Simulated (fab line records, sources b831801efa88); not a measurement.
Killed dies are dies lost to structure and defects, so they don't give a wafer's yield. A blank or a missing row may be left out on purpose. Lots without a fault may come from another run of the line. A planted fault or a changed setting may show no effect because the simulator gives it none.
Which tool did it? | flow gf180mcu | 13 lots, 39 wafers sampled, at 5 steps of a route of 602

WHAT THE GAUGES READ, wafer by wafer
GF_VT_IMPLANT_TW_MEAS_32. Usual: VT_IMPLANT_3_TW 268, standard deviation 3.4.
lot  | measured     | on            | VT_IMPLANT_3_TW | flag
L210 | day 7 01:00  | film_metro-04 | 264 264 264     |
L211 | day 7 05:05  | film_metro-03 | 272 274 271     |
L214 | day 8 00:54  | film_metro-03 | 271 274 274     |
L216 | day 8 13:34  | film_metro-03 | 273 272 272     |
L217 | day 8 20:34  | film_metro-04 | 264 264 264     |
L218 | day 9 04:17  | film_metro-04 | 264 264 265     |
L219 | day 9 07:01  | film_metro-02 | 273 272 272     |
L221 | day 10 01:53 | film_metro-03 | 270 270 269     |
L225 | day 11 03:21 | film_metro-02 | 270 268 267     |
L228 | day 11 19:08 | film_metro-03 | 271 272 271     |
L229 | day 12 00:26 | film_metro-03 | 270 273 271     |
L230 | day 12 06:10 | film_metro-03 | 271 271 271     |
L233 | day 13 02:56 | film_metro-02 | 270 270 270     |

GF_HV_LDD_TW_MEAS_11. Usual: HV_LDD_TW 2421, standard deviation 18.
lot  | measured     | on            | HV_LDD_TW                     | flag
L210 | day 10 05:00 | film_metro-01 | 2429 2416 2422                |
L211 | day 10 10:28 | film_metro-02 | 2417 2435 2435                |
L214 | day 11 07:31 | film_metro-02 | 2408 2404 2409                |
L216 | day 11 22:01 | film_metro-02 | 2212 2218 2223 2214 2217 2210 | OFF
L217 | day 12 05:59 | film_metro-03 | 2239 2244 2245 2240 2245 2241 | OFF
L218 | day 12 12:50 | film_metro-01 | 2409 2394 2391                |
L219 | day 12 16:06 | film_metro-02 | 2221 2223 2212 2223 2208 2215 | OFF
L221 | day 13 15:17 | film_metro-02 | 2437 2428 2422                |
L225 | day 15 00:41 | film_metro-02 | 2405 2403 2408                |
L228 | day 15 15:18 | film_metro-02 | 2406 2412 2394                |
L229 | day 15 21:04 | film_metro-02 | 2398 2398 2406                |
L230 | day 16 03:06 | film_metro-03 | 2453 2449 2443                |
L233 | day 17 04:01 | film_metro-03 | 2436 2454 2435                |

GF_HV_LDD_THK_MEAS_57. Usual: HV_LDD_CVD_56_THK 90.6 nm, standard deviation 1.
lot  | measured     | on            | HV_LDD_CVD_56_THK (nm) | flag
L210 | day 12 16:25 | film_metro-02 | 90.0 89.5 89.9         |
L211 | day 12 22:01 | film_metro-02 | 90.2 90.1 90.0         |
L214 | day 13 22:13 | film_metro-03 | 90.2 90.0 91.0         |
L216 | day 14 13:28 | film_metro-02 | 90.9 91.0 90.5         |
L217 | day 14 21:42 | film_metro-01 | 90.0 89.6 89.7         |
L218 | day 15 05:49 | film_metro-01 | 91.4 91.0 91.0         |
L219 | day 15 10:56 | film_metro-03 | 89.4 90.0 90.2         |
L221 | day 16 09:49 | film_metro-03 | 90.2 90.5 90.4         |
L225 | day 17 22:34 | film_metro-01 | 91.0 91.0 91.1         |
L228 | day 18 13:35 | film_metro-02 | 91.9 91.8 91.9         |
L229 | day 18 19:54 | film_metro-02 | 89.6 89.9 90.2         |
L230 | day 19 04:16 | film_metro-03 | 89.1 88.7 88.1         |
L233 | day 20 08:38 | film_metro-01 | 89.2 89.0 88.3         |

WHICH TOOL RAN EACH LOT (tool, then ch and the chambers of the sampled wafers, then the start)
lot  | GF_STI_CMP_25                | GF_HV_LDD_IMPLANT_09
L210 | cmp-01 ch 0,2, day 2 04:22   | implanter-03 ch 0, day 10 04:47
L211 | cmp-02 ch 0,1,2, day 2 11:17 | implanter-02 ch 0, day 10 10:16
L214 | cmp-02 ch 1,2,3, day 3 00:40 | implanter-02 ch 0, day 11 07:18
L216 | cmp-01 ch 1,2,3, day 3 11:04 | implanter-02 ch 0, day 11 21:46
L217 | cmp-01 ch 1,3, day 3 16:46   | implanter-02 ch 0, day 12 05:46
L218 | cmp-01 ch 0,1,2, day 3 21:15 | implanter-01 ch 0, day 12 12:35
L219 | cmp-02 ch 1,2,3, day 4 02:06 | implanter-02 ch 0, day 12 15:51
L221 | cmp-01 ch 0,3, day 4 14:58   | implanter-01 ch 0, day 13 15:04
L225 | cmp-01 ch 0,3, day 5 11:48   | implanter-03 ch 0, day 15 00:28
L228 | cmp-02 ch 0,1,2, day 5 23:24 | implanter-01 ch 0, day 15 15:04
L229 | cmp-01 ch 0,1,2, day 6 05:23 | implanter-02 ch 0, day 15 20:49
L230 | cmp-01 ch 1,3, day 6 09:43   | implanter-02 ch 0, day 16 02:52
L233 | cmp-01 ch 0,3, day 7 02:02   | implanter-02 ch 0, day 17 03:48
- GF_STI_CMP_25: polishes, stops on Si3N4, t overpolish 33 s, target thk 524.6 nm.
- GF_HV_LDD_IMPLANT_09

WHAT THE TOOLS THEMSELVES READ (means of the sampled wafers that have a number; where no wafer has one, the mark that the record gives instead)
GF_STI_CMP_25. Usual: head_pressure_psi 4.000 psi, standard deviation 0.0087; motor_current_A 12.9 A, standard deviation 1.7; overpolish_run_s 33.000 s, standard deviation 0.0091; time_to_endpoint_s 128 s, standard deviation 4.5.
lot  | tool   | head_pressure_psi (psi) | motor_current_A (A) | overpolish_run_s (s) | time_to_endpoint_s (s) | flag
L210 | cmp-01 | 4.002                   | 12.4                | 33.005               | 131                    |
L211 | cmp-02 | 3.994                   | 13.8                | 33.005               | 130                    |
L214 | cmp-02 | 4.002                   | 13.7                | 32.998               | 126                    |
L216 | cmp-01 | 4.001                   | 11.7                | 32.999               | 127                    |
L217 | cmp-01 | 3.993                   | 10.9                | 33.001               | 130                    |
L218 | cmp-01 | 3.998                   | 12.0                | 33.001               | 128                    |
L219 | cmp-02 | 3.998                   | 13.9                | 33.001               | 126                    |
L221 | cmp-01 | 4.001                   | 12.2                | 32.992               | 124                    |
L225 | cmp-01 | 4.002                   | 11.1                | 33.001               | 126                    |
L228 | cmp-02 | 4.000                   | 13.4                | 33.003               | 134                    |
L229 | cmp-01 | 3.995                   | 12.0                | 32.999               | 130                    |
L230 | cmp-01 | 3.999                   | 11.1                | 33.006               | 135                    |
L233 | cmp-01 | 3.995                   | 12.0                | 32.999               | 124                    |

GF_HV_LDD_IMPLANT_09. Usual: dose_ions_cm2 1e+14, standard deviation 1.1e+11; faraday_current_uA 563, standard deviation 11; tilt_deg 6.997 degrees, standard deviation 0.023.
lot  | tool         | dose_ions_cm2 | faraday_current_uA | tilt_deg (degrees) | flag
L210 | implanter-03 | 1e+14         | 562                | 6.990              |
L211 | implanter-02 | 1e+14         | 567                | 7.008              |
L214 | implanter-02 | 1e+14         | 566                | 6.999              |
L216 | implanter-02 | 7e+13         | 411                | 7.010              | OFF
L217 | implanter-02 | 7e+13         | 406                | 6.987              | OFF
L218 | implanter-01 | 1e+14         | 568                | 7.005              |
L219 | implanter-02 | 7e+13         | 403                | 7.016              | OFF
L221 | implanter-01 | 1e+14         | 561                | 7.017              |
L225 | implanter-03 | 1e+14         | 559                | 6.982              |
L228 | implanter-01 | 1e+14         | 570                | 6.988              |
L229 | implanter-02 | 1e+14         | 566                | 6.993              |
L230 | implanter-02 | 1e+14         | 561                | 6.994              |
L233 | implanter-02 | 1e+14         | 563                | 7.010              |

THE ANSWER, worked out from the rows above alone
Rule: a lot is off if the mean of its wafers that have a number lies more than 3 standard deviations from the usual mean. A lot without any number at a reading at which 4 lots or more have one is off too. The other lots that the step has rows for count as sound. The gauges are gone through in route order, then the tools' own readings, and for those a lot's mean is taken as printed above. The first step at which some lot is off is used, and at that step the reading that is off furthest; a lot without a number counts as furthest.
Off: L216, L217, L219, at GF_HV_LDD_TW_MEAS_11 (HV_LDD_TW).
A tool fits if, at a process step before that reading, it ran every lot that is off, and no sound lot after the first of them. The gauges at GF_HV_LDD_TW_MEAS_11 aren't tried: what is off there is off at GF_HV_LDD_IMPLANT_09 too, on other tools, and a gauge's error can't cause that. None of those tried fits.

WHAT THE SIMULATOR HAD PUT IN
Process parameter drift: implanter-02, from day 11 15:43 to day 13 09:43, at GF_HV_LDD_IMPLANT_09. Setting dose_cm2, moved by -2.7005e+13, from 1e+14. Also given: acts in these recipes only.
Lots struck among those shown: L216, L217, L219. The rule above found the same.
